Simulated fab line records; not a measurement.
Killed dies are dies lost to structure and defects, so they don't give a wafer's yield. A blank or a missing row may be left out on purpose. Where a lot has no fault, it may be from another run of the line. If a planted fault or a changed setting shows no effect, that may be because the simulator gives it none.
Lot-split experiment -- flow sfqLine -- 23 wafers read from 5 lots, route of 325 steps

## THE SPLIT ITSELF
At SFQ_TRILAYER_I0_VIA_LITHO_COAT_031 (resist thk 650 nm), the setting spinRpm was moved away from the recipe's 3000 rpm on 12 of the 23 wafers read, by -5.0% to +2.7%. For the rest of the wafers, this setting stayed at what the recipe calls for.

## FROM THE SPLIT TO THE READING: what the file shows between them, 3 steps
- SFQ_TRILAYER_I0_VIA_LITHO_PEB_034: peb time 60 s (also split here: pebTimeS)
- SFQ_TRILAYER_I0_VIA_LITHO_DEVELOP_033: time 60 s
- SFQ_TRILAYER_I0_VIA_BARC_OPEN_VIA_ETCH_046: etches BARC in O2, target depth 125 nm, time 41.7 s

## THE READING
KrF_of_TRILAYER_I0_VIA_LITHO_COAT_031.thkNm (the simulator's own value, which no gauge read), in nm, at SFQ_TRILAYER_I0_VIA_ETCH_VIA_ETCH_034 (etches SiO2 in CHF3, stops on Nb, target depth 260 nm). There is no usual value for it anywhere in the file. Here, 11 wafers ran the recipe; their average is 530.1 nm with a standard deviation of 2.2 nm.

wafer,"tool, chamber at the split","spinRpm as run, rpm",against the recipe,"KrF_of_TRILAYER_I0_VIA_LITHO_COAT_031.thkNm, nm",against lot-mates on the recipe
L074.1,"lithoTrack-01, 0",3080,+2.7%,523.4,-6.4
L074.2,"lithoTrack-01, 0",3080,+2.7%,523.7,-6.0
L074.4,"lithoTrack-01, 0",3000,recipe,532.3,-
L074.5,"lithoTrack-01, 0",3000,recipe,527.2,-
L074.6,"lithoTrack-01, 0",3080,+2.7%,520.7,-9.0
L075.1,"lithoTrack-03, 0",2849,-5.0%,548,+17.4
L075.2,"lithoTrack-03, 0",2849,-5.0%,548.8,+18.2
L075.3,"lithoTrack-03, 0",2849,-5.0%,550,+19.4
L075.4,"lithoTrack-03, 0",3000,recipe,530.1,-
L075.6,"lithoTrack-03, 0",3000,recipe,531.1,-
L080.1,"lithoTrack-04, 0",3000,recipe,531.3,-
L080.2,"lithoTrack-04, 0",2936,-2.1%,539.7,+7.7
L080.4,"lithoTrack-04, 0",2936,-2.1%,539.9,+7.9
L080.5,"lithoTrack-04, 0",3000,recipe,532.8,-
L080.6,"lithoTrack-04, 0",2936,-2.1%,539,+7.0
L083.3,"lithoTrack-03, 0",3000,recipe,527.8,-
L083.4,"lithoTrack-03, 0",3000,recipe,526.4,-
L083.6,"lithoTrack-03, 0",3000,recipe,528.4,-
L085.2,"lithoTrack-03, 0",3000,recipe,532.3,-
L085.3,"lithoTrack-03, 0",2864,-4.5%,549.6,+17.6
L085.4,"lithoTrack-03, 0",2864,-4.5%,547.5,+15.5
L085.5,"lithoTrack-03, 0",2864,-4.5%,546.8,+14.8
L085.6,"lithoTrack-03, 0",3000,recipe,531.8,-

THE FIT
A straight line over all 23 wafers: KrF_of_TRILAYER_I0_VIA_LITHO_COAT_031.thkNm changes by -3.63 nm for each +1% of spinRpm; r = -0.98; the points scatter about the line by 2 nm.
The same after taking each lot's own level away (the mean of its wafers on the recipe; 23 wafers): -3.38 nm for each +1%; r = -0.99; scatter 1.4 nm.
According to that fit, moving spinRpm by its largest amount changes the reading by 17 nm.
The span of the lots' own levels, 527.53 to 532.05 nm, comes to 2.1 times the standard deviation stated above.
The two slopes agree, so the slope changes little with the lot-to-lot level.
Check: for one of the wafers moved furthest among these (-5.0%), held out of the fit, the line's prediction against its lot-mates is +17.6 nm. It came out at +17.4 nm against them.

## THE OTHER SPLITS THESE WAFERS WENT THROUGH
These wafers also went through other splits before the reading. Each is held against what the fit with the lots' levels taken away leaves over:
other split on the same wafers,wafers away from the commonest value,r with KrF_of_TRILAYER_I0_VIA_LITHO_COAT_031.thkNm (lot level and that fit taken away)
SFQ_TRILAYER_L0_LITHO_COAT_005 spinRpm,7,+0.22
SFQ_TRILAYER_L0_LITHO_EXPOSE_006 doseMj,9,+0.31
SFQ_TRILAYER_L0_VIA_LITHO_PEB_016 pebTimeS,6,-0.42
SFQ_TRILAYER_M0_LITHO_PEB_024 pebTempC,8,-0.03
SFQ_TRILAYER_I0_CMP_CMP_028 leaveAboveRefNm,7,-0.01
SFQ_TRILAYER_I0_VIA_LITHO_PEB_034 pebTimeS,9,-0.07

## THE WHOLE CHAIN: every reading that the file lists as answering this split, in the file's order
step,what it does,reading,change (the file's fit),r (the file's)
SFQ_TRILAYER_I0_VIA_LITHO_COAT_031,resist thk 650 nm,"KrF_of_TRILAYER_I0_VIA_LITHO_COAT_031.thkNm (the simulator's own value, which no gauge read)",-3.35 nm for each +1% of the setting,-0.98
SFQ_TRILAYER_I0_VIA_ETCH_VIA_ETCH_034,"etches SiO2 in CHF3, stops on Nb, target depth 260 nm","KrF_of_TRILAYER_I0_VIA_LITHO_COAT_031.thkNm (the simulator's own value, which no gauge read)",-3.47 nm for each +1% of the setting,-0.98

## FILE'S OWN FIT
KrF_of_TRILAYER_I0_VIA_LITHO_COAT_031.thkNm changes by -3.47 nm for each +1% of spinRpm, r = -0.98.
